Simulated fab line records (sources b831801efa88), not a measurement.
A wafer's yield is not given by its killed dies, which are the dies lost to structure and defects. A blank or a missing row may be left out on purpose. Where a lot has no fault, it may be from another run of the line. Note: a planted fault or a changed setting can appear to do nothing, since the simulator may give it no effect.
8D (eight disciplines) problem report, filled in by code | flow gf180mcu | the parts of the form that need people (team, actions taken, sign-off) are left out

1. WHAT WENT WRONG
stripTimeToEndpointS at GF_MIM_STRIP_20 reads a mean of 10.70 s on 1 wafer of 1 lot; wafers without a fault read 11.23 s with a standard deviation of 0.042. Measured from the usual mean, that is -13 standard deviations.
The step: strips in O2/N2.
First observed at day 30 08:04: wafer L279.1, on plasmaAsher-02. The record has a number at this step for 35 wafers belonging to 12 lots. By rule, "out" or "out of limits" means more than 4 standard deviations away from the usual mean. All remaining wafers that have a number are taken as sound.

2. WHAT THIS IS AND IS NOT
question                    | is                                 | is not
which readings at this step | stripTimeToEndpointS, oesProductAu | drypumpMotorCurrentA, heaterPowerW
which lots                  | L279                               | L264, L265, L266, L267, L268, L271, L275, L283, L284, L286, L287
which wafers of those lots  | L279.1                             | L279.4
read on which tools         | plasmaAsher-02                     | plasmaAsher-03, plasmaAsher-04
when                        | from day 30 08:04                  | up to then (22 sound wafers); but 12 sound wafers of L283, L284, L286, L287 came after

3. SUSPECTS, AND WHAT RULES EACH OUT
Counting: a tool at a process step up to the reading stays a suspect if it ran every lot that is out. Sound lots after the first of them don't rule it out here, since some wafers of a struck lot are sound.
- pvdSputter-02 at GF_MIM_SPUTTER_02 (material AlCu, target thk 450 nm, time 23.9 s): kept. It processed L279, the lot that is out, at day 29 13:32, and its most recent sound lot before then was L268 at day 26 13:01.
- lithoTrack-02 at GF_MIM_COAT_14 (resist thk 1000 nm): kept. It processed L279, the lot that is out, at day 29 22:43, and its most recent sound lot before then was L275 at day 29 05:38.
- rieMetal-02 at GF_MIM_METAL_ETCH_19 (etches the open film in Cl2/BCl3, stops on Si3N4, target depth 324.5 nm, time 54.1 s): kept. It processed L279, the lot that is out, at day 30 08:00, and its most recent sound lot before then was L271 at day 27 22:33.
- plasmaAsher-02 at GF_MIM_STRIP_20 (strips in O2/N2): kept. It processed L279, the lot that is out, at day 30 08:04, and its most recent sound lot before then was L275 at day 29 14:30. Its own readings are out on those wafers: oesProductAu, stripTimeToEndpointS.
- The sound lot-mates ran in chamber 1 of rieMetal-02 at GF_MIM_METAL_ETCH_19, but the wafers that are out ran in chamber 0.
Left after counting: pvdSputter-02 at GF_MIM_SPUTTER_02, lithoTrack-02 at GF_MIM_COAT_14, rieMetal-02 at GF_MIM_METAL_ETCH_19, plasmaAsher-02 at GF_MIM_STRIP_20.

4. THE CAUSE (what the simulator had put in)
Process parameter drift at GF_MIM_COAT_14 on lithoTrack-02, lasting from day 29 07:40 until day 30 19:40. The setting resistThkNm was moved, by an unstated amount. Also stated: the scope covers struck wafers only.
This tool is one of the 4 suspects left after counting.

5. THE EFFECT CHAIN, in route order
One row per reading whose mean, taken over the struck wafers that have a number, lies over 3 standard deviations from the usual. Only readings whose record carries a usual standard deviation are examined. hours: median over the lots of the time between each lot's start at the first step of this table that gives one and its start at this step. sigmas: the change, counted in usual standard deviations.
hours | step            | reading              | usual      | on struck wafers | change | sigmas
0     | GF_MIM_STRIP_20 | oesProductAu         | 0.691 a.u. | 0.667            | -0.024 | -5.0
0     | GF_MIM_STRIP_20 | stripTimeToEndpointS | 11.23 s    | 10.70            | -0.53  | -13
Its process steps:
- GF_MIM_STRIP_20: strips in O2/N2.
Later measuring or inspecting steps at which every struck wafer that the step has a row for has a number for every such reading, and none has moved that far: GF_M5_OVL_MEAS_08.

6. HOW IT WOULD HAVE BEEN CAUGHT EARLIER
In this record the first reading out of limits was taken at day 30 08:04, 24 hours after the fault began at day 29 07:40.
By day 30 08:04 the whole set of lots that are out, 1 in number, had already begun GF_MIM_COAT_14 on lithoTrack-02. None of them would have been spared by holding the tool at that moment.
